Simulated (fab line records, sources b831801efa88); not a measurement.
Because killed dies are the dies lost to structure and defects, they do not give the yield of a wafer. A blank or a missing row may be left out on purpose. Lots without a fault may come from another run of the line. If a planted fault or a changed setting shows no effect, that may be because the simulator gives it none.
fab line records ; flow sky130
record: lots: 6; wafers: 18; lastDay: 50
route steps=708 shown NWELL@68 PAD_OPEN@708
lots that met no fault: from a run of the same line without faults
startH: the number of hours between the record's first day and the start of the first shown wafer of the lot ; waitH: hours since the lot's step before ; " the same as in the row above ; L1.1+2: one row covering several wafers at once ; - no value, or no start given ; * or withheld: withheld ; < > ~ a bound
route shown NAME@n: a module of which the file shows steps, and the number in the route of the first ; usual: mean and standard deviation over wafers with no fault ; same: alike in all rows ; chamber/n: place in a boat ; sites: per-site readings ; _std_site: the values' standard deviation ; _edge_site: the outer-site mean with the inner-site mean subtracted ; radiusMm: how far each site lies from the wafer's centre ; mask NAME#n: copy n ; behind: tool/chamber where the wafer was last shaped ; hold: what put the lot on hold/how long, in hours/how the hold closed ; device: which transistor (n, p or np) failed to switch ; end of line: the tests these same wafers got at the end of their route ; a step with no rows: only its recipe ; killed: dies lost to structure and defects at the first sort, not the wafer's yield ; map: shows each die of a wafer: x if killed, . if not, _ if none is there
set.NAME: the run value of the setting; set.NAME@STEP: its run value at that earlier step ; model.NAME: the simulator's own value behind a step, which no gauge read
lots at some steps of the route; a table a step, a row a wafer
services: the hour from which a tool's chamber was out of use, counted from the record's first day as startH (under 0 if before that day), plus the number of hours and why
== steps ==
step: SKY_NWELL_TW_MEAS_15
usual: NWELL_TW: 1816/9.1
lot.wafer;tool;chamber;startH;waitH;NWELL_TW
L537.1;filmMetro-01;-;93.14;0.1;1817
L537.2;filmMetro-01;-;93.14;0.1;1815
L537.4;filmMetro-01;-;93.14;0.1;1812
L546.1;filmMetro-02;-;141.39;0.1;1821
L546.3;filmMetro-02;-;141.39;0.1;1825
L546.6;filmMetro-02;-;141.39;0.1;1825
L547.1;filmMetro-02;-;147.36;0.1;1829
L547.3;filmMetro-02;-;147.36;0.1;1830
L547.6;filmMetro-02;-;147.36;0.1;1841
L553.1;filmMetro-03;-;186.41;0.1;1818
L553.3;filmMetro-03;-;186.41;0.1;1811
L553.5;filmMetro-03;-;186.41;0.1;1824
L554.3;filmMetro-03;-;191.13;0.1;1817
L554.5;filmMetro-03;-;191.13;0.1;1812
L554.6;filmMetro-03;-;191.13;0.1;1820
L558.1;filmMetro-01;-;217.39;0.1;1821
L558.2;filmMetro-01;-;217.39;0.1;1814
L558.6;filmMetro-01;-;217.39;0.1;1808
step: SKY_NWELL_DEHYDRATE_16
recipe: tempC: 200; timeS: 60
step: SKY_NWELL_HMDS_17
recipe: primeTimeS: 60; primeTempC: 120
step: SKY_NWELL_COAT_18
recipe: spinRpm: 2000; resistThkNm: 3000
step: SKY_NWELL_SOFTBAKE_19
recipe: tempC: 110; timeS: withheld
step: SKY_NWELL_EXPOSE_20
recipe: maskId: NWM_COMPLEMENT; na: 0.6; sourceShape: conventional; sigmaOuter: 0.6; polarization: unpolarized; targetCdNm: 840; doseMj: 260
step: SKY_NWELL_PEB_21
recipe: tempC: 115; timeS: withheld
step: SKY_NWELL_DEVELOP_22
recipe: wallAngleDeg: 90; developer: TMAH; developTimeS: 60; devTempC: 23
step: SKY_NWELL_OVL_MEAS_23
usual: NWELL_01_OVL: -0.6/1.3
lot.wafer;tool;chamber;startH;waitH;NWELL_01_OVL[nm]
L537.1;overlay-01;-;110.46;-;-1.4
L537.2;overlay-01;-;110.46;-;-2.5
L537.4;overlay-01;-;110.46;-;-1.1
L546.1;overlay-02;-;161.18;-;2.2
L546.3;overlay-02;-;161.18;-;1.5
L546.6;overlay-02;-;161.18;-;0.6
L547.1;overlay-01;-;167.01;-;-1.2
L547.3;overlay-01;-;167.01;-;0.2
L547.6;overlay-01;-;167.01;-;2.0
L553.1;overlay-02;-;208.14;-;1.4
L553.3;overlay-02;-;208.14;-;0.8
L553.5;overlay-02;-;208.14;-;0.9
L554.3;overlay-01;-;212.24;-;-2.1
L554.5;overlay-01;-;212.24;-;-2.3
L554.6;overlay-01;-;212.24;-;-1.5
L558.1;overlay-02;-;239.03;-;-1.8
L558.2;overlay-02;-;239.03;-;-1.1
L558.6;overlay-02;-;239.03;-;-0.8
step: SKY_NWELL_IMPLANT_24
recipe: species: B; energyKev: 140; doseCm2: 9.2e+12; tiltDeg: withheld
step: SKY_NWELL_STRIP_25
recipe: chemistry: O2/N2; powerW: 1400; pressureMtorr: 1500; platenTempC: withheld; o2FlowSccm: 3000; n2FlowSccm: 300; overashFraction: 0.5
usual: drypumpMotorCurrentA: 5.6/0.64; oesProductAu: 0.723/0.0048; stripTimeToEndpointS: 36.92/0.12
lot.wafer;tool;chamber;startH;waitH;drypumpMotorCurrentA;oesProductAu;rfHoursCounterH;stripTimeToEndpointS
L537.1;plasmaAsher-02;1;110.64;0.1;4.9;0.723;41;36.78
L537.2;plasmaAsher-02;0;110.64;0.1;6.4;0.720;41;36.79
L537.4;plasmaAsher-02;1;110.64;0.1;4.9;0.726;-;36.89
L546.1;plasmaAsher-03;1;161.36;0.1;4.9;0.730;49;36.87
L546.3;plasmaAsher-03;0;161.36;0.1;6.2;0.717;-;36.83
L546.6;plasmaAsher-03;1;161.36;0.1;4.9;0.718;-;36.89
L547.1;plasmaAsher-03;1;167.19;0.1;4.9;0.721;50;36.76
L547.3;plasmaAsher-03;0;167.19;0.1;6.2;0.720;-;36.84
L547.6;plasmaAsher-03;0;167.19;0.1;6.2;0.721;-;36.89
L553.1;plasmaAsher-02;1;208.33;0.1;4.9;0.736;49;36.87
L553.3;plasmaAsher-02;1;208.33;0.1;4.9;0.725;-;36.65
L553.5;plasmaAsher-02;0;208.33;0.1;6.4;0.714;-;36.79
L554.3;plasmaAsher-03;0;212.48;0.1;6.2;0.726;-;36.91
L554.5;plasmaAsher-03;0;212.48;0.1;6.3;0.718;-;37.05
L554.6;plasmaAsher-03;1;212.48;0.1;4.9;0.708;-;36.93
L558.1;plasmaAsher-03;0;239.21;0.1;6.3;0.725;57;36.84
L558.2;plasmaAsher-03;1;239.21;0.1;4.9;0.721;57;36.89
L558.6;plasmaAsher-03;0;239.21;0.1;6.3;0.724;-;36.93
step: SKY_NWELL_TW_MEAS_26
usual: NWELL_2_TW: 497.1/2.6
lot.wafer;tool;chamber;startH;waitH;NWELL_2_TW
L537.1;filmMetro-03;-;110.74;0.1;493.1
L537.2;filmMetro-03;-;110.74;0.1;494.3
L537.4;filmMetro-03;-;110.74;0.1;495.6
L546.1;filmMetro-03;-;161.46;0.1;492.8
L546.3;filmMetro-03;-;161.46;0.1;491.5
L546.6;filmMetro-03;-;161.46;0.1;495.5
L547.1;filmMetro-01;-;167.29;0.1;496.6
L547.3;filmMetro-01;-;167.29;0.1;494.7
L547.6;filmMetro-01;-;167.29;0.1;494.1
L553.1;filmMetro-02;-;208.43;0.1;498.0
L553.3;filmMetro-02;-;208.43;0.1;499.0
L553.5;filmMetro-02;-;208.43;0.1;500.8
L554.3;filmMetro-02;-;212.57;0.1;501.9
L554.5;filmMetro-02;-;212.57;0.1;502.4
L554.6;filmMetro-02;-;212.57;0.1;502.7
L558.1;filmMetro-01;-;239.31;0.1;494.9
L558.2;filmMetro-01;-;239.31;0.1;499.2
L558.6;filmMetro-01;-;239.31;0.1;495.9
step: SKY_NWELL_CLEAN_27
recipe: chemistry: SC1/SC2; mix: 1:4:20; tempC: 70; timeS: 150; dry: n2Spin
usual: runLengthS: 178/3.1; tempC: 70.00/0.11
lot.wafer;tool;chamber;startH;waitH;runLengthS;tempC
L537.1;wetBench-02;3;110.80;0.1;175;70.11
L537.2;wetBench-02;3;110.80;0.1;175;70.07
L537.4;wetBench-02;3;110.80;0.1;175;69.98
L546.1;wetBench-03;3;161.52;0.1;99;70.07
L546.3;wetBench-03;3;161.52;0.1;99;70.11
L546.6;wetBench-03;3;161.52;0.1;99;69.96
L547.1;wetBench-03;3;167.35;0.1;100;69.93
L547.3;wetBench-03;3;167.35;0.1;100;70.01
L547.6;wetBench-03;3;167.35;0.1;100;70.02
L553.1;wetBench-01;1;208.49;0.1;176;70.07
L553.3;wetBench-01;1;208.49;0.1;176;70.00
L553.5;wetBench-01;1;208.49;0.1;176;70.08
L554.3;wetBench-01;2;212.61;0.0;177;70.08
L554.5;wetBench-01;2;212.61;0.0;177;69.93
L554.6;wetBench-01;2;212.61;0.0;177;70.01
L558.1;wetBench-03;2;239.37;0.1;178;69.86
L558.2;wetBench-03;2;239.37;0.1;178;69.93
L558.6;wetBench-03;2;239.37;0.1;178;69.90
step: SKY_NWELL_RTA_28
recipe: tempC: 1050; timeS: 30; idleTempC: 650; rampUpCPerS: 150; rampDownCPerS: 90; ambient: N2
usual: lampPowerPct: 25.31/0.051; wafer_temp_C_max: 1054.9/1
lot.wafer;tool;chamber;startH;waitH;lampPowerPct;wafer_temp_C_max
L537.1;rtpAnneal-01;0;110.85;0.0;25.30;1053.2
L537.2;rtpAnneal-01;0;110.85;0.0;25.48;1055.1
L537.4;rtpAnneal-01;0;110.85;0.0;25.27;1053.6
L546.1;rtpAnneal-02;0;161.58;0.0;25.32;1056.9
L546.3;rtpAnneal-02;0;161.58;0.0;25.32;1055.6
L546.6;rtpAnneal-02;0;161.58;0.0;25.32;1056.6
L547.1;rtpAnneal-01;0;167.41;0.0;25.33;1057.2
L547.3;rtpAnneal-01;0;167.41;0.0;25.29;1053.5
L547.6;rtpAnneal-01;0;167.41;0.0;25.40;1053.5
L553.1;rtpAnneal-02;0;208.54;0.0;25.31;1053.9
L553.3;rtpAnneal-02;0;208.54;0.0;25.18;1054.3
L553.5;rtpAnneal-02;0;208.54;0.0;25.28;1054.5
L554.3;rtpAnneal-01;0;212.69;0.0;25.30;1053.5
L554.5;rtpAnneal-01;0;212.69;0.0;25.29;1055.8
L554.6;rtpAnneal-01;0;212.69;0.0;25.30;1054.8
L558.1;rtpAnneal-02;0;239.42;0.0;25.40;1053.5
L558.2;rtpAnneal-02;0;239.42;0.0;25.34;1054.0
L558.6;rtpAnneal-02;0;239.42;0.0;25.27;1054.7
step: SKY_PAD_OPEN_PROBE_99
usual: killed_at_M0_to_M3: 43/6.8; killed_at_M4_up: 3.2/1.8; killedAtContacts: 24/5.2; killedAtFrontEnd: 15/4.2; killedAtOther: 0.4/0.62; killedDies: 85/8.7; killedOpen: 46/6.7; killedShort: 39/5.9
same: grossDies: 492; killedAtBackSide: 0
lot.wafer;tool;chamber;startH;waitH;killed_at_M0_to_M3;killed_at_M4_up;killedAtContacts;killedAtFrontEnd;killedAtOther;killedDies;killedOpen;killedShort
L537.1;prober-02;-;1078.96;0.1;58;4;20;7;0;89;52;37
L537.2;prober-02;-;1079.01;0.1;38;0;30;12;0;80;37;43
L537.4;prober-02;-;1079.11;0.2;30;1;25;17;0;73;38;35
L553.1;prober-01;-;1166.31;0.1;34;3;19;14;0;70;32;38
L553.3;prober-01;-;1166.41;0.2;47;2;35;15;0;99;55;44
L553.5;prober-01;-;1166.51;0.2;46;1;22;14;1;84;53;30
L554.3;prober-02;-;1173.38;0.2;48;5;25;21;2;101;51;49
L554.5;prober-02;-;1173.48;0.2;46;4;23;15;2;90;46;42
L554.6;prober-02;-;1173.53;0.2;42;2;29;17;0;90;50;40
killed by level:class
L537.1 VIA1:geometricParticle:open=13 CONTACT:geometricParticle:open=8 METAL2:geometricParticle:short=8 VIA3:geometricParticle:open=8 VIA1:geometricParticle:short=7 VIA2:geometricParticle:open=6 VIA3:geometricParticle:short=5 LI_CONTACT:geometricParticle:open=4
L537.2 CONTACT:geometricParticle:open=10 CONTACT:geometricParticle:short=9 VIA1:geometricParticle:open=9 VIA1:geometricParticle:short=7 METAL2:geometricParticle:short=5 LOCAL_INTERCONNECT:geometricParticle:short=4 POLY_GATE:geometricParticle:open=4 VIA2:geometricParticle:short=4
L537.4 CONTACT:geometricParticle:open=11 VIA1:geometricParticle:open=7 FIELD_ISO:geometricParticle:open=6 LI_CONTACT:geometricParticle:open=6 VIA1:geometricParticle:short=5 METAL1:geometricParticle:short=4 VIA3:geometricParticle:open=4 FIELD_ISO:geometricParticle:short=3
L553.1 LI_CONTACT:geometricParticle:open=7 VIA2:geometricParticle:open=6 SPACER:geometricParticle:short=5 CONTACT:geometricParticle:short=5 METAL1:geometricParticle:short=5 VIA1:geometricParticle:short=5 POLY_GATE:geometricParticle:short=4 CONTACT:geometricParticle:open=4
L553.3 CONTACT:geometricParticle:open=13 VIA1:geometricParticle:open=12 CONTACT:geometricParticle:short=9 VIA3:geometricParticle:open=8 METAL2:geometricParticle:short=7 LI_CONTACT:geometricParticle:open=6 METAL1:geometricParticle:short=6 VIA2:geometricParticle:open=6
L553.5 VIA1:geometricParticle:open=13 CONTACT:geometricParticle:open=9 VIA2:geometricParticle:open=8 VIA3:geometricParticle:open=7 FIELD_ISO:geometricParticle:short=6 CONTACT:geometricParticle:short=5 LI_CONTACT:geometricParticle:open=4 FIELD_ISO:geometricParticle:open=3
L554.3 VIA1:geometricParticle:open=14 CONTACT:geometricParticle:open=9 VIA2:geometricParticle:open=8 METAL2:geometricParticle:short=6 FIELD_ISO:geometricParticle:open=5 CONTACT:geometricParticle:short=5 VIA1:geometricParticle:short=5 FIELD_ISO:geometricParticle:short=4
L554.5 CONTACT:geometricParticle:open=10 METAL2:geometricParticle:short=9 VIA1:geometricParticle:short=9 LI_CONTACT:geometricParticle:open=7 VIA1:geometricParticle:open=7 FIELD_ISO:geometricParticle:short=6 VIA2:geometricParticle:open=6 VIA3:geometricParticle:open=6
L554.6 CONTACT:geometricParticle:open=16 METAL2:geometricParticle:short=7 VIA1:geometricParticle:open=7 VIA2:geometricParticle:open=7 VIA1:geometricParticle:short=6 LI_CONTACT:geometricParticle:open=5 POLY_GATE:geometricParticle:open=4 LI_CONTACT:geometricParticle:short=4
== services ==
tool;chamber;startH;hours;kind
rtpAnneal-02;-;87.70;5.2;pm
plasmaAsher-02;-;155.94;14.6;pm
plasmaAsher-03;-;170.99;1.3;repair
wetBench-02;-;192.43;64.6;pm
rtpAnneal-01;-;220.73;3.5;pm
== key ==
firstSign: step: SKY_NWELL_CLEAN_27; reading: runLengthS; direction: down; sigmas: 25; usual: *; struck: *
effect none on later readings
metAt SKY_NWELL_CLEAN_27
struckWafers L546.1,L546.3,L546.6,L547.1,L547.3,L547.6
testerLeftOut L546,L547
fault: kind: processParameterDrift; tool: wetBench-03; chamber: -; onsetH: 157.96; steps: SKY_NWELL_CLEAN_27; channel: timeS; offset: *; shape: step; endH: 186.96; actsIn: *; stated: *
testerLeftOut: of these lots the tester's yield and bins aren't shown, on N5 and GAA mostly nor the transistor test; their killed dies are dies lost to structure and defects alone, not to doping, threshold or leakage, so they don't give the yield
